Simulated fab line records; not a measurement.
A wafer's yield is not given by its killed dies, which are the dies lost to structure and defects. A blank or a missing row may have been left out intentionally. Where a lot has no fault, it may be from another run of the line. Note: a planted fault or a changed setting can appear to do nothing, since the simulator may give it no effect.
The tool behind it: which one? / flow sfq line / 13 lots, 38 wafers sampled, at 4 steps of a route of 325

== WHAT EACH GAUGE READ, for each wafer ==
The record lacks any reading of a measuring or inspecting step that a usual standard deviation could be used to judge.

== WHAT TOOL EACH LOT RAN ON (gives the tool, then ch and the chambers of the sampled wafers, and finally the start) ==
lot=L345; SFQ_TRILAYER_I4_VIA_ETCH_VIA_ETCH_106=rie diel-01 ch 0,2,3, day 48 03:44; SFQ_TRILAYER_I4_VIA_STRIP_STRIP_107=rie metal-04 ch 0,1, day 48 03:51; SFQ_TRILAYER_M5_STRIP_STRIP_127=rie metal-04 ch 0, day 56 02:52; SFQ_TRILAYER_R5_BARC_OPEN_METAL_ETCH_177=rie metal-04 ch 0,1, day 62 07:58
lot=L346; SFQ_TRILAYER_I4_VIA_ETCH_VIA_ETCH_106=rie diel-04 ch 0,1,2, day 48 16:56; SFQ_TRILAYER_I4_VIA_STRIP_STRIP_107=rie metal-04 ch 0,1, day 48 17:15; SFQ_TRILAYER_M5_STRIP_STRIP_127=rie metal-03 ch 0,1, day 56 04:00; SFQ_TRILAYER_R5_BARC_OPEN_METAL_ETCH_177=rie metal-03 ch 0,1, day 62 09:11
lot=L347; SFQ_TRILAYER_I4_VIA_ETCH_VIA_ETCH_106=rie diel-01 ch 0,2,3, day 50 05:02; SFQ_TRILAYER_I4_VIA_STRIP_STRIP_107=rie metal-04 ch 0,1, day 50 05:09; SFQ_TRILAYER_M5_STRIP_STRIP_127=rie metal-04 ch 0,1, day 56 15:34; SFQ_TRILAYER_R5_BARC_OPEN_METAL_ETCH_177=rie metal-03 ch 0,1, day 62 17:22
lot=L348; SFQ_TRILAYER_I4_VIA_ETCH_VIA_ETCH_106=rie diel-04 ch 1,2,3, day 50 10:51; SFQ_TRILAYER_I4_VIA_STRIP_STRIP_107=rie metal-02 ch 0,1, day 50 10:58; SFQ_TRILAYER_M5_STRIP_STRIP_127=rie metal-04 ch 0,1, day 56 19:01; SFQ_TRILAYER_R5_BARC_OPEN_METAL_ETCH_177=rie metal-04 ch 0,1, day 62 19:46
lot=L349; SFQ_TRILAYER_I4_VIA_ETCH_VIA_ETCH_106=rie diel-01 ch 0,2,3, day 50 13:15; SFQ_TRILAYER_I4_VIA_STRIP_STRIP_107=rie metal-02 ch 0,1, day 50 13:22; SFQ_TRILAYER_M5_STRIP_STRIP_127=rie metal-04 ch 0,1, day 56 21:27; SFQ_TRILAYER_R5_BARC_OPEN_METAL_ETCH_177=rie metal-03 ch 0, day 62 20:59
lot=L350; SFQ_TRILAYER_I4_VIA_ETCH_VIA_ETCH_106=rie diel-04 ch 1,2, day 50 18:03; SFQ_TRILAYER_I4_VIA_STRIP_STRIP_107=rie metal-02 ch 0,1, day 50 18:10; SFQ_TRILAYER_M5_STRIP_STRIP_127=rie metal-02 ch 0,1, day 57 03:34; SFQ_TRILAYER_R5_BARC_OPEN_METAL_ETCH_177=rie metal-03 ch 0, day 63 00:35
lot=L351; SFQ_TRILAYER_I4_VIA_ETCH_VIA_ETCH_106=rie diel-04 ch 1,2,3, day 51 00:07; SFQ_TRILAYER_I4_VIA_STRIP_STRIP_107=rie metal-01 ch 0,1, day 51 00:22; SFQ_TRILAYER_M5_STRIP_STRIP_127=rie metal-02 ch 0,1, day 57 08:23; SFQ_TRILAYER_R5_BARC_OPEN_METAL_ETCH_177=rie metal-01 ch 0,1, day 63 05:23
lot=L353; SFQ_TRILAYER_I4_VIA_ETCH_VIA_ETCH_106=rie diel-04 ch 1,2, day 51 08:27; SFQ_TRILAYER_I4_VIA_STRIP_STRIP_107=rie metal-01 ch 0,1, day 51 08:46; SFQ_TRILAYER_M5_STRIP_STRIP_127=rie metal-02 ch 0,1, day 57 18:01; SFQ_TRILAYER_R5_BARC_OPEN_METAL_ETCH_177=rie metal-04 ch 0,1, day 63 11:23
lot=L357; SFQ_TRILAYER_I4_VIA_ETCH_VIA_ETCH_106=rie diel-04 ch 0,2, day 53 00:03; SFQ_TRILAYER_I4_VIA_STRIP_STRIP_107=rie metal-02 ch 0,1, day 53 00:22; SFQ_TRILAYER_M5_STRIP_STRIP_127=rie metal-02 ch 0,1, day 59 07:22; SFQ_TRILAYER_R5_BARC_OPEN_METAL_ETCH_177=rie metal-01 ch 0,1, day 64 23:23
lot=L362; SFQ_TRILAYER_I4_VIA_ETCH_VIA_ETCH_106=rie diel-04 ch 1,2,3, day 53 22:27; SFQ_TRILAYER_I4_VIA_STRIP_STRIP_107=rie metal-04 ch 0,1, day 53 22:34; SFQ_TRILAYER_M5_STRIP_STRIP_127=rie metal-03 ch 0,1, day 60 04:35; SFQ_TRILAYER_R5_BARC_OPEN_METAL_ETCH_177=rie metal-03 ch 0,1, day 65 22:35
lot=L363; SFQ_TRILAYER_I4_VIA_ETCH_VIA_ETCH_106=rie diel-02 ch 1,2,3, day 53 23:39; SFQ_TRILAYER_I4_VIA_STRIP_STRIP_107=rie metal-01 ch 0,1, day 53 23:58; SFQ_TRILAYER_M5_STRIP_STRIP_127=rie metal-04 ch 0,1, day 60 05:59; SFQ_TRILAYER_R5_BARC_OPEN_METAL_ETCH_177=rie metal-01 ch 0,1, day 65 23:48
lot=L367; SFQ_TRILAYER_I4_VIA_ETCH_VIA_ETCH_106=rie diel-01 ch 0,2,3, day 54 21:15; SFQ_TRILAYER_I4_VIA_STRIP_STRIP_107=rie metal-02 ch 0, day 54 21:22; SFQ_TRILAYER_M5_STRIP_STRIP_127=rie metal-03 ch 0,1, day 61 00:47; SFQ_TRILAYER_R5_BARC_OPEN_METAL_ETCH_177=rie metal-03 ch 0,1, day 66 15:23
lot=L368; SFQ_TRILAYER_I4_VIA_ETCH_VIA_ETCH_106=rie diel-02 ch 0,1,3, day 55 12:51; SFQ_TRILAYER_I4_VIA_STRIP_STRIP_107=rie metal-01 ch 0,1, day 55 12:58; SFQ_TRILAYER_M5_STRIP_STRIP_127=rie metal-03 ch 0,1, day 61 16:37; SFQ_TRILAYER_R5_BARC_OPEN_METAL_ETCH_177=rie metal-04 ch 0,1, day 66 23:47
- SFQ_TRILAYER_I4_VIA_ETCH_VIA_ETCH_106: etches SiO2 in CHF3, stops on Nb, target depth 260 nm.
- SFQ_TRILAYER_I4_VIA_STRIP_STRIP_107: strips in O2.
- SFQ_TRILAYER_M5_STRIP_STRIP_127: strips in O2.
- SFQ_TRILAYER_R5_BARC_OPEN_METAL_ETCH_177: etches BARC in O2, target depth 125 nm, time 41.7 s.

== WHAT THE TOOLS THEMSELVES READ (means of the sampled wafers that have a number; where no wafer has one, the mark that the record gives instead) ==
SFQ_TRILAYER_I4_VIA_ETCH_VIA_ETCH_106. Usual: drypump motor current A 6.0 A, standard deviation 0.56; oes product au 0.854 a.u., standard deviation 0.005.
lot=L345; tool=rie diel-01; drypump motor current A (A)=5.8; oes product au (a.u.)=0.856; flag=
lot=L346; tool=rie diel-04; drypump motor current A (A)=5.9; oes product au (a.u.)=0.854; flag=
lot=L347; tool=rie diel-01; drypump motor current A (A)=5.8; oes product au (a.u.)=0.854; flag=
lot=L348; tool=rie diel-04; drypump motor current A (A)=6.1; oes product au (a.u.)=0.855; flag=
lot=L349; tool=rie diel-01; drypump motor current A (A)=5.8; oes product au (a.u.)=0.858; flag=
lot=L350; tool=rie diel-04; drypump motor current A (A)=6.3; oes product au (a.u.)=0.859; flag=
lot=L351; tool=rie diel-04; drypump motor current A (A)=6.1; oes product au (a.u.)=0.854; flag=
lot=L353; tool=rie diel-04; drypump motor current A (A)=6.4; oes product au (a.u.)=0.853; flag=
lot=L357; tool=rie diel-04; drypump motor current A (A)=5.7; oes product au (a.u.)=0.855; flag=
lot=L362; tool=rie diel-04; drypump motor current A (A)=6.1; oes product au (a.u.)=0.852; flag=
lot=L363; tool=rie diel-02; drypump motor current A (A)=6.0; oes product au (a.u.)=0.849; flag=
lot=L367; tool=rie diel-01; drypump motor current A (A)=5.8; oes product au (a.u.)=0.854; flag=
lot=L368; tool=rie diel-02; drypump motor current A (A)=5.4; oes product au (a.u.)=0.853; flag=

SFQ_TRILAYER_I4_VIA_STRIP_STRIP_107. Usual: drypump motor current A 5.4 A, standard deviation 0.36; he backside leak sccm 3.52 sccm, standard deviation 0.16; oes product au 0.995 a.u., standard deviation 0.013; platen temp c 40.01 C, standard deviation 0.12.
lot=L345; tool=rie metal-04; drypump motor current A (A)=5.2; he backside leak sccm (sccm)=3.51; oes product au (a.u.)=1.004; platen temp c (C)=40.10; flag=
lot=L346; tool=rie metal-04; drypump motor current A (A)=5.2; he backside leak sccm (sccm)=3.56; oes product au (a.u.)=0.990; platen temp c (C)=40.01; flag=
lot=L347; tool=rie metal-04; drypump motor current A (A)=5.1; he backside leak sccm (sccm)=3.55; oes product au (a.u.)=1.005; platen temp c (C)=39.92; flag=
lot=L348; tool=rie metal-02; drypump motor current A (A)=5.4; he backside leak sccm (sccm)=3.51; oes product au (a.u.)=0.995; platen temp c (C)=39.93; flag=
lot=L349; tool=rie metal-02; drypump motor current A (A)=5.0; he backside leak sccm (sccm)=3.62; oes product au (a.u.)=1.003; platen temp c (C)=39.92; flag=
lot=L350; tool=rie metal-02; drypump motor current A (A)=5.4; he backside leak sccm (sccm)=3.55; oes product au (a.u.)=0.983; platen temp c (C)=40.08; flag=
lot=L351; tool=rie metal-01; drypump motor current A (A)=5.7; he backside leak sccm (sccm)=3.40; oes product au (a.u.)=0.985; platen temp c (C)=40.02; flag=
lot=L353; tool=rie metal-01; drypump motor current A (A)=5.7; he backside leak sccm (sccm)=3.44; oes product au (a.u.)=0.990; platen temp c (C)=40.05; flag=
lot=L357; tool=rie metal-02; drypump motor current A (A)=5.2; he backside leak sccm (sccm)=3.61; oes product au (a.u.)=0.996; platen temp c (C)=40.03; flag=
lot=L362; tool=rie metal-04; drypump motor current A (A)=5.2; he backside leak sccm (sccm)=3.51; oes product au (a.u.)=0.988; platen temp c (C)=40.04; flag=
lot=L363; tool=rie metal-01; drypump motor current A (A)=5.5; he backside leak sccm (sccm)=3.52; oes product au (a.u.)=0.998; platen temp c (C)=39.93; flag=
lot=L367; tool=rie metal-02; drypump motor current A (A)=5.7; he backside leak sccm (sccm)=3.46; oes product au (a.u.)=0.996; platen temp c (C)=39.92; flag=
lot=L368; tool=rie metal-01; drypump motor current A (A)=5.7; he backside leak sccm (sccm)=3.45; oes product au (a.u.)=0.991; platen temp c (C)=39.86; flag=

SFQ_TRILAYER_M5_STRIP_STRIP_127. Usual: drypump motor current A 5.2 A, standard deviation 0.33; he backside leak sccm 3.5 sccm, standard deviation 0.4; oes product au 1.001 a.u., standard deviation 0.014; platen temp c 40.01 C, standard deviation 0.12.
lot=L345; tool=rie metal-04; drypump motor current A (A)=5.0; he backside leak sccm (sccm)=3.9; oes product au (a.u.)=0.999; platen temp c (C)=40.04; flag=
lot=L346; tool=rie metal-03; drypump motor current A (A)=5.4; he backside leak sccm (sccm)=3.4; oes product au (a.u.)=1.011; platen temp c (C)=40.19; flag=
lot=L347; tool=rie metal-04; drypump motor current A (A)=5.2; he backside leak sccm (sccm)=3.5; oes product au (a.u.)=0.990; platen temp c (C)=40.15; flag=
lot=L348; tool=rie metal-04; drypump motor current A (A)=5.2; he backside leak sccm (sccm)=3.3; oes product au (a.u.)=0.987; platen temp c (C)=40.05; flag=
lot=L349; tool=rie metal-04; drypump motor current A (A)=5.2; he backside leak sccm (sccm)=3.5; oes product au (a.u.)=1.003; platen temp c (C)=40.14; flag=
lot=L350; tool=rie metal-02; drypump motor current A (A)=5.0; he backside leak sccm (sccm)=3.5; oes product au (a.u.)=1.022; platen temp c (C)=39.95; flag=
lot=L351; tool=rie metal-02; drypump motor current A (A)=5.4; he backside leak sccm (sccm)=3.4; oes product au (a.u.)=1.003; platen temp c (C)=39.96; flag=
lot=L353; tool=rie metal-02; drypump motor current A (A)=5.4; he backside leak sccm (sccm)=3.5; oes product au (a.u.)=1.005; platen temp c (C)=39.94; flag=
lot=L357; tool=rie metal-02; drypump motor current A (A)=5.2; he backside leak sccm (sccm)=3.4; oes product au (a.u.)=1.006; platen temp c (C)=39.48; flag=OFF
lot=L362; tool=rie metal-03; drypump motor current A (A)=5.4; he backside leak sccm (sccm)=3.4; oes product au (a.u.)=1.002; platen temp c (C)=40.12; flag=
lot=L363; tool=rie metal-04; drypump motor current A (A)=5.2; he backside leak sccm (sccm)=3.5; oes product au (a.u.)=1.004; platen temp c (C)=39.91; flag=
lot=L367; tool=rie metal-03; drypump motor current A (A)=5.4; he backside leak sccm (sccm)=4.2; oes product au (a.u.)=1.004; platen temp c (C)=39.95; flag=
lot=L368; tool=rie metal-03; drypump motor current A (A)=5.4; he backside leak sccm (sccm)=3.6; oes product au (a.u.)=1.001; platen temp c (C)=40.05; flag=

SFQ_TRILAYER_R5_BARC_OPEN_METAL_ETCH_177. Usual: drypump motor current A 5.36 A, standard deviation 0.23; he backside leak sccm 3.44 sccm, standard deviation 0.23; oes product au 0.685 a.u., standard deviation 0.0044.
lot=L345; tool=rie metal-04; drypump motor current A (A)=5.22; he backside leak sccm (sccm)=3.41; oes product au (a.u.)=0.689; flag=
lot=L346; tool=rie metal-03; drypump motor current A (A)=5.34; he backside leak sccm (sccm)=3.25; oes product au (a.u.)=0.682; flag=
lot=L347; tool=rie metal-03; drypump motor current A (A)=5.44; he backside leak sccm (sccm)=3.39; oes product au (a.u.)=0.685; flag=
lot=L348; tool=rie metal-04; drypump motor current A (A)=5.23; he backside leak sccm (sccm)=3.53; oes product au (a.u.)=0.691; flag=
lot=L349; tool=rie metal-03; drypump motor current A (A)=5.25; he backside leak sccm (sccm)=3.50; oes product au (a.u.)=0.687; flag=
lot=L350; tool=rie metal-03; drypump motor current A (A)=5.22; he backside leak sccm (sccm)=3.27; oes product au (a.u.)=0.688; flag=
lot=L351; tool=rie metal-01; drypump motor current A (A)=5.70; he backside leak sccm (sccm)=3.60; oes product au (a.u.)=0.689; flag=
lot=L353; tool=rie metal-04; drypump motor current A (A)=5.21; he backside leak sccm (sccm)=3.42; oes product au (a.u.)=0.681; flag=
lot=L357; tool=rie metal-01; drypump motor current A (A)=5.61; he backside leak sccm (sccm)=3.58; oes product au (a.u.)=0.682; flag=
lot=L362; tool=rie metal-03; drypump motor current A (A)=5.32; he backside leak sccm (sccm)=3.38; oes product au (a.u.)=0.687; flag=
lot=L363; tool=rie metal-01; drypump motor current A (A)=5.53; he backside leak sccm (sccm)=3.79; oes product au (a.u.)=0.680; flag=
lot=L367; tool=rie metal-03; drypump motor current A (A)=5.34; he backside leak sccm (sccm)=3.35; oes product au (a.u.)=0.687; flag=
lot=L368; tool=rie metal-04; drypump motor current A (A)=5.22; he backside leak sccm (sccm)=3.54; oes product au (a.u.)=0.686; flag=

== THE ANSWER, worked out from the rows above alone ==
Rule: a lot counts as off when the mean over its wafers that have a number is more than 3 standard deviations away from the usual mean. Also off: a lot with no number at a reading for which 4 or more lots have one. The other lots that the step has rows for count as sound. The gauges are gone through in route order, then the tools' own readings, and for those a lot's mean is taken as printed above. The first step at which some lot is off is used, and at that step the reading that is off furthest; a lot without a number counts as furthest.
Off at SFQ_TRILAYER_M5_STRIP_STRIP_127 (platen temp c): L357.
A tool fits if, at that step or a process step before it, it ran every lot that is off, and no sound lot after the first of them. One fits: rie metal-02 at SFQ_TRILAYER_M5_STRIP_STRIP_127. A fault onset in the window from L353 (day 57 18:01, its last sound lot) to L357 (day 59 07:22, its first lot off) fits.
On the lots that are off, the tool's own readings at SFQ_TRILAYER_M5_STRIP_STRIP_127 differ by more than 5 times the standard deviation of the sound lots' means, which bears it out; platen temp c reads 39.48 C there versus 40.04 C on the sound lots.

== WHAT WAS PUT IN BY THE SIMULATOR ==
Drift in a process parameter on rie metal-02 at SFQ_TRILAYER_M5_STRIP_STRIP_127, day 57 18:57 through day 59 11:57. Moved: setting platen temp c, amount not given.
Struck lots among those shown: L357. The same result came from the rule above.
